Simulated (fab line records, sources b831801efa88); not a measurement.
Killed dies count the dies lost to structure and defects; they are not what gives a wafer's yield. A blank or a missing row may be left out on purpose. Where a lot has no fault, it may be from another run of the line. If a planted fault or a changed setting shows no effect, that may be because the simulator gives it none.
Chamber matching -- flow sky130 -- SKY_LI_CONTACT_CMP_02 on cmp-01 has 4 sister chambers
The step polishes PSG. 8 wafers are shown with their chamber, then 11 later ones without.

## WAFERS PAIRED WITH THEIR CHAMBERS
wafer,chamber,motor_current_A (A),time_to_endpoint_s (s)
L079.1,3,11.2,34.4
L081.1,1,11.1,33.4
L082.2,1,11.3,31.7
L082.3,2,12.7,28.5
L083.1,2,13.1,28.7
L083.3,0,13.7,33.9
L083.6,0,13.5,34.6
L090.2,3,11.4,30.0

## WAFERS WHOSE CHAMBER IS MISSING
wafer,motor_current_A (A),time_to_endpoint_s (s)
L090.4,12.9,28.4
L090.6,13.7,31.9
L093.4,11.0,30.0
L093.5,10.8,34.2
L093.6,12.5,27.6
L095.1,12.2,29.8
L095.3,11.0,30.8
L095.6,13.0,32.0
L096.4,10.7,34.5
L096.5,11.0,33.2
L096.6,13.5,36.3

## EACH ONE'S CHAMBER
wafer,from the rows above,in truth
L090.4,2,2
L090.6,0,0
L093.4,can't be placed: 1 or 3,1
L093.5,can't be placed: 1 or 3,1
L093.6,2,2
L095.1,can't be placed: 2 or 3 or 1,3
L095.3,can't be placed: 1 or 3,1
L095.6,can't be placed: 2 or 0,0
L096.4,can't be placed: 1 or 3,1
L096.5,can't be placed: 1 or 3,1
L096.6,0,0
4 of 11 placed correctly. From these rows, 7 cannot be placed; in 7 the true chamber is one of the candidates. Wrongly placed: 0.
How it was worked out, from the rows above alone: a wafer's distance from a chamber is the root of the sum, over the readings, of the square of ((its reading less the chamber's mean) divided by the reading's scatter). If the next closest chamber is less than 2 further off than the closest, the wafer can't be placed; otherwise it belongs to the closest. For every chamber, the mean is computed from those of its wafers that are shown. How the scatter is found: for the shown wafers, subtract from each reading the mean of its chamber, square and add these, divide the total by (wafers less chambers), then take the root.
